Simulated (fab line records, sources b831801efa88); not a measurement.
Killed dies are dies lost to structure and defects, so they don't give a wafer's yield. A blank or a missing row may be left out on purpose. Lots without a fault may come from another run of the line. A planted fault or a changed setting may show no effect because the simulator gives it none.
fab line records | flow gf180mcu
record lots=14 wafers=42 last_day=34
route steps=602 shown V2@383 M3@426 V3@447 M4@457
lots that met no fault: from a run of the same line without faults
start_h: hours from the record's first day to the start of the lot's first wafer shown | wait_h: hours since the lot's step before | " the same as in the row above | L1.1+2: a row that stands for several wafers | - no value, or no start given | * or withheld: withheld | < > ~ a bound
route shown NAME@n: a module of which the file shows steps, and the number in the route of the first | usual: mean/standard deviation of fault-free wafers | same: alike in all rows | chamber/n: place in a boat | sites: the reading at each site | _std_site: their standard deviation | _edge_site: outer sites' mean less inner sites' | radius_mm: how far each site lies from the wafer's centre | mask NAME#n: copy n | behind: the tool/chamber that last shaped the wafer | hold: why the lot was held/for how many hours/how that ended | device: the transistor (n, p or np) that didn't switch | end of line: the same wafers' tests at the end of the route | a step without rows: its recipe alone | killed: dies lost to structure and defects at the first sort, not the wafer's yield | map: a wafer's dies, x killed, . not, _ none there
set.NAME: the setting as run; set.NAME@STEP: as run at that earlier step | model.NAME: the simulator's own value behind a step, which no gauge read
steps of the route over a sample of lots; a table a step, a row a wafer
services: from which hour (start_h, from the record's first day; less than 0 if before it) a tool's chamber was out of use, for how many hours, and why
## steps
# step GF_V2_THK_MEAS_01
# recipe reads=SiO2_of_V2_CVD_00
# usual V2_CVD_00_THK=599/6.7
# columns lot.wafer tool chamber start_h wait_h V2_CVD_00_THK[nm]
L231.4 film_metro-03 - 435.77 0.0 590
L231.5 " - " " 594
L231.6 " - " " 585
L235.2 film_metro-04 - 495.65 0.0 596
L235.4 " - " " 591
L235.5 " - " " 595
L236.1 film_metro-04 - 509.82 0.0 592
L236.3 " - " " 599
L236.4 " - " " 598
L238.2 film_metro-04 - 520.23 0.0 594
L238.4 " - " " 591
L238.5 " - " " 588
L237.1 film_metro-03 - 523.29 0.0 599
L237.4 " - " " 603
L237.6 " - " " 607
L242.1 film_metro-01 - 551.22 0.0 598
L242.4 " - " " 601
L242.5 " - " " 605
L246.2 film_metro-04 - 583.45 0.0 605
L246.4 " - " " 603
L246.6 " - " " 597
L247.1 film_metro-04 - 583.89 0.0 607
L247.2 " - " " 595
L247.6 " - " " 597
L248.1 film_metro-04 - 592.72 0.0 594
L248.4 " - " " 604
L248.5 " - " " 598
L249.4 film_metro-01 - 599.77 0.0 595
L249.5 " - " " 609
L249.6 " - " " 604
L250.2 film_metro-01 - 609.30 0.0 614
L250.4 " - " " 606
L250.5 " - " " 612
L251.1 film_metro-01 - 609.99 0.0 610
L251.4 " - " " 609
L251.6 " - " " 603
L252.2 film_metro-04 - 618.63 0.0 601
L252.4 " - " " 594
L252.6 " - " " 602
L253.1 film_metro-04 - 625.85 0.0 595
L253.2 " - " " 596
L253.5 " - " " 595
# step GF_M3_STRIP_17
# recipe chemistry=O2/N2 power_w=1400 pressure_mtorr=1500 platen_temp_c=250 o2_flow_sccm=3000 n2_flow_sccm=300 overash_fraction=0.5
# usual chamber_pressure_mTorr=1500.2/1.4 drypump_motor_current_A=5.9/0.38 heater_power_w=338/25 oes_product_au=0.558/0.0044 strip_time_to_endpoint_s=7.86/0.037
# columns lot.wafer tool chamber start_h wait_h chamber_pressure_mTorr drypump_motor_current_A heater_power_w oes_product_au rf_hours_counter_h strip_time_to_endpoint_s
L231.4 plasma_asher-02 1 486.41 0.1 1501.1 6.8 364 0.556 - 7.89
L231.5 " 0 " " 1500.9 5.4 340 0.554 - 7.89
L231.6 " 1 " " 1498.6 6.8 362 0.553 - 7.81
L235.2 plasma_asher-03 0 544.68 0.1 1500.4 5.9 346 0.562 52 7.81
L235.4 " 1 " " 1499.1 5.8 322 0.560 - 7.84
L235.5 " 1 " " 1499.3 5.8 329 0.567 - 7.84
L236.1 plasma_asher-01 0 558.22 0.1 1497.9 5.6 303 0.555 65 7.88
L236.3 " 1 " " 1499.9 6.1 365 0.558 - 7.83
L236.4 " 0 " " 1499.7 5.6 290 0.557 - 7.82
L238.2 plasma_asher-03 1 567.62 0.1 1502.8 5.8 326 0.560 55 7.88
L238.4 " 0 " " 1498.6 5.9 346 0.550 - 7.92
L238.5 " 0 " " 1500.0 5.9 348 0.558 - 7.88
L237.1 plasma_asher-01 1 571.08 0.1 1501.5 6.1 359 0.563 66 7.89
L237.4 " 0 " " 1501.6 5.6 282 0.549 - 7.84
L237.6 " 1 " " 1500.0 6.1 364 0.558 - 7.84
L242.1 plasma_asher-02 0 597.64 0.2 1501.7 5.4 331 0.559 19 7.84
L242.4 " 0 " " 1498.2 5.4 339 0.550 - 7.85
L242.5 " 0 " " 1501.8 5.4 337 0.565 - 7.85
L246.2 plasma_asher-01 1 627.22 0.1 1500.2 6.1 363 0.558 71 7.84
L246.4 " 0 " " 1500.4 5.6 284 0.560 - 7.88
L246.6 " 1 " " 1501.6 6.1 359 0.554 - 7.83
L247.1 plasma_asher-02 0 628.22 0.1 1499.9 5.4 332 0.552 23 7.92
L247.2 " 1 " " 1500.0 6.8 374 0.560 23 7.86
L247.6 " 1 " " 1499.3 6.8 359 0.562 - 7.87
L248.1 plasma_asher-02 0 635.68 0.1 1500.3 5.4 338 0.558 23 7.90
L248.4 " 0 " " 1499.1 5.4 336 0.552 - 7.93
L248.5 " 0 " " 1499.5 5.4 335 0.558 - 7.92
L249.4 plasma_asher-03 0 643.11 0.1 1502.0 5.9 351 0.559 - 7.91
L249.5 " 1 " " 1499.9 5.8 323 0.556 - 7.91
L249.6 " 0 " " 1498.9 5.9 349 0.557 - 7.83
L250.2 plasma_asher-01 1 650.82 0.1 1501.2 6.1 365 0.558 73 7.86
L250.4 " 0 " " 1500.6 5.6 291 0.552 - 7.82
L250.5 " 1 " " 1500.4 6.1 369 0.560 - 7.85
L251.1 plasma_asher-03 1 652.97 0.1 1497.6 5.8 327 0.561 65 7.94
L251.4 " 1 " " 1499.6 5.8 322 0.564 - 7.95
L251.6 " 1 " " 1501.3 5.8 328 0.567 - 7.92
L252.2 plasma_asher-01 0 659.98 0.1 1502.2 5.6 289 0.566 74 7.90
L252.4 " 0 " " 1502.3 5.6 297 0.563 - 7.85
L252.6 " 0 " " 1500.2 5.6 298 0.566 - 7.86
L253.1 plasma_asher-02 1 667.57 0.1 1501.0 6.8 370 0.569 27 7.84
L253.2 " 0 " " 1498.5 5.4 336 0.555 27 7.92
L253.5 " 0 " " 1500.0 5.4 329 0.554 - 7.86
# step GF_V3_STRIP_18
# recipe chemistry=O2/N2 power_w=1400 pressure_mtorr=1500 platen_temp_c=250 o2_flow_sccm=3000 n2_flow_sccm=300 overash_fraction=0.5
# usual chamber_pressure_mTorr=1499.8/1.4 drypump_motor_current_A=5.8/0.6 heater_power_w=335/28 oes_product_au=0.593/0.0044
# columns lot.wafer tool chamber start_h wait_h chamber_pressure_mTorr drypump_motor_current_A heater_power_w oes_product_au rf_hours_counter_h
L231.4 plasma_asher-02 0 512.07 - 1500.0 5.4 328 0.597 -
L231.5 " 1 " " 1500.1 6.8 369 0.600 -
L231.6 " 0 " " 1496.9 5.4 338 0.595 -
L235.2 plasma_asher-02 1 568.48 - 1497.9 6.8 373 0.591 16
L235.4 " 0 " " 1501.3 5.4 342 0.587 -
L235.5 " 1 " " 1499.5 6.8 361 0.588 -
L236.1 plasma_asher-04 1 581.00 - 1499.1 5.3 297 0.584 94
L236.3 " 0 " " 1496.8 5.2 307 0.593 -
L236.4 " 1 " " 1500.3 5.2 308 0.593 -
L238.2 plasma_asher-04 1 590.43 - - - - - -
L238.4 " 0 " " - - - - -
L238.5 " 1 " " - - - - -
L237.1 plasma_asher-01 1 593.45 - - - - - -
L237.4 " 0 " " - - - - -
L237.6 " 0 " " - - - - -
L242.1 plasma_asher-02 0 619.43 - 1501.6 5.4 340 0.595 22
L242.4 " 1 " " 1498.8 6.8 369 0.591 -
L242.5 " 1 " " 1499.2 6.8 364 0.591 -
L246.2 plasma_asher-02 1 648.48 - 1501.8 6.8 360 0.589 25
L246.4 " 1 " " 1501.6 6.8 359 0.596 -
L246.6 " 0 " " 1499.8 5.4 338 0.591 -
L247.1 plasma_asher-01 1 649.09 - 1501.2 6.1 370 0.595 73
L247.2 " 0 " " 1500.0 5.6 286 0.600 73
L247.6 " 1 " " 1500.2 6.1 361 0.593 -
L248.1 plasma_asher-04 0 657.09 - 1500.2 5.2 304 0.594 102
L248.4 " 1 " " 1498.3 5.2 303 0.595 -
L248.5 " 1 " " 1501.2 5.2 308 0.594 -
L249.4 plasma_asher-04 1 663.92 - 1500.9 5.3 299 0.592 -
L249.5 " 1 " " 1501.6 5.2 298 0.596 -
L249.6 " 0 " " 1497.3 5.2 311 0.591 -
L250.2 plasma_asher-01 0 671.55 - 1499.1 5.6 294 0.593 75
L250.4 " 1 " " 1501.6 6.1 368 0.592 -
L250.5 " 1 " " 1501.0 6.1 361 0.597 -
L251.1 plasma_asher-02 0 673.83 - 1500.1 5.4 334 0.595 27
L251.4 " 0 " " 1499.9 5.4 337 0.590 -
L251.6 " 0 " " 1499.7 5.4 343 0.601 -
L252.2 plasma_asher-02 1 680.18 - 1500.0 6.8 373 0.594 28
L252.4 " 1 " " 1501.0 6.7 360 0.595 -
L252.6 " 0 " " 1501.0 5.4 329 0.596 -
L253.1 plasma_asher-04 0 686.85 - 1500.7 5.2 299 0.579 105
L253.2 " 1 " " 1499.5 5.2 305 0.594 105
L253.5 " 1 " " 1500.8 5.2 300 0.602 -
# step GF_M4_SPUTTER_01
# recipe material=TiN target_thk_nm=30 power_w=6500 time_s=25 chamber_pressure_pa=0.4
# usual cathode_dc_power_W=6500.1/1.2 throttle_valve_pct=30.2/1.1
# columns lot.wafer tool chamber start_h wait_h cathode_dc_power_W throttle_valve_pct
L231.4 pvd_sputter-01 - 513.37 0.1 6499.5 31.6
L231.5 " - " " 6499.5 30.5
L231.6 " - " " 6500.6 31.7
L235.2 pvd_sputter-01 - 570.21 0.1 6500.8 29.2
L235.4 " - " " 6500.9 30.7
L235.5 " - " " 6498.8 31.6
L236.1 pvd_sputter-03 - 582.36 0.1 6499.4 29.5
L236.3 " - " " 6498.7 29.3
L236.4 " - " " 6500.0 31.5
L242.1 pvd_sputter-04 - 620.75 0.1 6498.8 28.3
L242.4 " - " " 6501.5 28.7
L242.5 " - " " 6501.2 29.3
L246.2 pvd_sputter-03 - 649.84 0.1 6499.8 29.0
L246.4 " - " " 6499.4 29.6
L246.6 " - " " 6501.4 29.7
L247.1 pvd_sputter-04 - 650.53 0.1 6499.9 28.7
L247.2 " - " " 6499.6 29.2
L247.6 " - " " 6499.7 29.0
L248.1 pvd_sputter-04 - 658.41 0.1 6500.2 29.2
L248.4 " - " " 6499.9 28.5
L248.5 " - " " 6500.9 30.2
L249.4 pvd_sputter-03 - 665.21 0.1 6499.9 29.3
L249.5 " - " " 6500.0 29.2
L249.6 " - " " 6500.4 30.0
L250.2 pvd_sputter-01 - 672.90 0.1 6500.3 31.7
L250.4 " - " " 6498.8 29.2
L250.5 " - " " 6500.8 30.6
L251.1 pvd_sputter-01 - 675.25 0.1 6499.4 31.6
L251.4 " - " " 6500.8 32.2
L251.6 " - " " 6498.4 31.6
L252.2 pvd_sputter-01 - 681.50 0.1 6500.8 29.1
L252.4 " - " " 6499.6 31.3
L252.6 " - " " 6498.6 31.5
L253.1 pvd_sputter-04 - 688.17 0.1 6500.1 30.4
L253.2 " - " " 6498.3 28.4
L253.5 " - " " 6500.2 30.0
## services
# columns tool chamber start_h hours kind
pvd_sputter-04 - 467.62 11.1 repair
plasma_asher-01 - 508.93 2.8 repair
pvd_sputter-04 - 518.63 1.4 repair
pvd_sputter-03 - 536.65 5.2 repair
pvd_sputter-01 - 584.88 11.2 repair
pvd_sputter-03 - 598.22 2.1 repair
plasma_asher-01 - 612.25 14.6 pm
plasma_asher-01 - 630.34 2.8 pm
pvd_sputter-01 - 637.10 4.1 repair
pvd_sputter-03 - 683.86 2.6 repair
## key
first_sign step=GF_V3_STRIP_18 reading=tool_record direction=missing
effect none on later readings
met_at GF_V3_STRIP_18
struck_lots L237,L238
later_rows_left_out L237.1,L237.4,L237.6,L238.2,L238.4,L238.5
sort_left_out L237.1,L237.4,L237.6,L238.2,L238.4,L238.5
not_acting_at GF_V2_THK_MEAS_01,GF_M3_STRIP_17,GF_M4_SPUTTER_01
onset_between 581.00 590.43
fault kind=skipped_step_whole tool=plasma_asher-01,plasma_asher-04 chamber=- onset_h=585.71 steps=GF_V3_STRIP_18 scope=struck_lots_only
# sort_left_out: the simulated sort isn't trusted on such a fault, so these wafers' sort isn't shown, and their yield isn't known
# later_rows_left_out: the simulator's readings of these wafers behind a module that went badly wrong aren't trusted and aren't shown, but for the sort
